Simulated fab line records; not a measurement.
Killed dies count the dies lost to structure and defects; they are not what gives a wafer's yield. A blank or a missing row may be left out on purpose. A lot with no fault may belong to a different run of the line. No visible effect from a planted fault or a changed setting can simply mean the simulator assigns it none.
Comparing a struck lot with a sound one ; flow sky130 ; 20 out of 708 route steps
Sound: these wafers, L698.1, L698.3, L698.5. Wafers L705.1, L705.2, L705.6 were the ones struck. The cause is given at the end.
At each step with rows: each side's tool, then ch and its chambers, then its first start. Under that, the readings that differ: sound wafers ; struck wafers ; difference of the means ; sigmas: that difference in standard deviations of wafers without a fault.
alike: readings whose means differ by less than 2 such deviations, and words and numbers that are the same on both sides. not compared: withheld readings, readings that some wafer has no value for, bounds like >300 that may hide the same value, and numbers for which the record gives no deviation and whose values overlap.
A row with sigmas, a row that says differs or no value, or rows on one side alone: a step with any of these is where the two part. Numbers that have no deviation but don't overlap get no sigmas and don't part them. A reading missing from all wafers of one side parts the sides only when that side holds two or more wafers.

SKY_LDD_HVP_OVL_MEAS_07:
  sound on overlay-02, day 24 16:11; struck on overlay-02, day 26 01:02
  alike: LDD_HVP_OVL
after that, 1 step had no rows for these wafers: SKY_LDD_HVP_IMPLANT_08.
SKY_LDD_HVP_STRIP_09: strips in O2/N2.
  sound on plasma_asher-01 ch 0,1, day 24 16:22; struck on plasma_asher-04 ch 0,1, day 26 01:13
  alike: drypump_motor_current_A, oes_product_au, strip_time_to_endpoint_s
  not compared: rf_hours_counter_h
SKY_LDD_HVP_TW_MEAS_10:
  sound on film_metro-03, day 24 16:28; struck on film_metro-04, day 26 01:19
  alike: LDD_HVP_TW
then, 7 steps without rows for these wafers: SKY_LDD_LDN_DEHYDRATE_00 (time 60 s); SKY_LDD_LDN_HMDS_01 (prime time 60 s); SKY_LDD_LDN_COAT_02 (resist thk 1140 nm); SKY_LDD_LDN_SOFTBAKE_03 (time 60 s); SKY_LDD_LDN_EXPOSE_04 (exposes mask LDNTM, target cd 700 nm); SKY_LDD_LDN_PEB_05; SKY_LDD_LDN_DEVELOP_06 (develop time 60 s).
SKY_LDD_LDN_OVL_MEAS_07:
  sound on overlay-02, day 25 21:19; struck on overlay-01, day 27 05:52
  alike: LDD_LDN_OVL
SKY_LDD_LDN_IMPLANT_08:
  sound on implanter-01 ch 0, day 25 21:22; struck on implanter-02 ch 0, day 27 05:55
reading;sound;struck;difference;sigmas
implant_ion_amu;75 75 75;49 49 49;-26;
model.implant.drp_nm (nm);5.933 5.933 5.933;7.963 7.963 7.963;+2.030;
model.implant.rp_nm (nm);13.2 13.2 13.2;13.59 13.59 13.59;+0.39;
  alike: beam_on_s
then, 3 steps without rows for these wafers: SKY_LDD_LDN_IMPLANT_09; SKY_LDD_LDN_IMPLANT_10; SKY_LDD_LDN_IMPLANT_11.
SKY_LDD_LDN_STRIP_12: strips in O2/N2.
  sound on plasma_asher-04 ch 0, day 25 21:58; struck on plasma_asher-04 ch 0,1, day 27 06:31
  alike: drypump_motor_current_A, oes_product_au, strip_time_to_endpoint_s
  not compared: rf_hours_counter_h
SKY_LDD_LDN_TW_MEAS_13:
  sound on film_metro-04, day 25 22:04; struck on film_metro-04, day 27 06:37
reading;sound;struck;difference;sigmas
LDD_LDN_TW;1482 1483 1486;1414 1407 1415;-72;-6
then, 1 step without rows for these wafers: SKY_LDD_LDN_CLEAN_14 (cleans in SC1/SC2, time 150 s).
-- record jumps: 22 days separate the struck wafers' starts on either side; left off in module LDD_LDN, taken up again in module PAD_OPEN, whose first shown step is the route's number 708 --
SKY_PAD_OPEN_PROBE_99:
  sound on prober-01, day 48 03:05; struck on prober-01, day 48 23:53
reading;sound;struck;difference;sigmas
model.etest.tip_sonos.rs_ohm_sq;2748 2722 2718;1.04e+04 1.035e+04;+7.65e+03;
model.etest.sonos_uncharged.r_on_ohm_um;815.9 799.4 818.8;975 972.4;+162;
model.etest.tip_sonos.rs_ohm_sq_range;44.3 53.77 30.42;147.1 228.5;+145.0;
model.etest.sonos_erased.drive_ua_um;204.7 206.9 197.8;100.6 141.8;-81.9;
model.etest.tip_sonos.rs_ohm_sq_rim_less_centre;27.08 8.075 11.29;-129.8 -86.59;-123.7;
model.etest.sonos_erased.vt_v (V);-2.233 -2.263 -2.203;-1.75 -1.808;+0.45;
model.etest.sonos_uncharged.vt_v (V);-0.4146 -0.4463 -0.4185;-0.1052 -0.09589;+0.3259;
model.etest.sonos_baked.vt_v (V);0.9476 0.9868 0.8953;1.217 1.242;+0.286;
  alike: killed_at_M0_to_M3, killed_at_M4_up, killed_at_contacts, killed_at_front_end, killed_at_other, killed_dies, killed_open, killed_short

WHERE THEY PART
SKY_LDD_LDN_TW_MEAS_13 only, going by this record. Later steps at which nothing parts them and some readings are alike: SKY_PAD_OPEN_PROBE_99.

WHY: what had been put in by the simulator
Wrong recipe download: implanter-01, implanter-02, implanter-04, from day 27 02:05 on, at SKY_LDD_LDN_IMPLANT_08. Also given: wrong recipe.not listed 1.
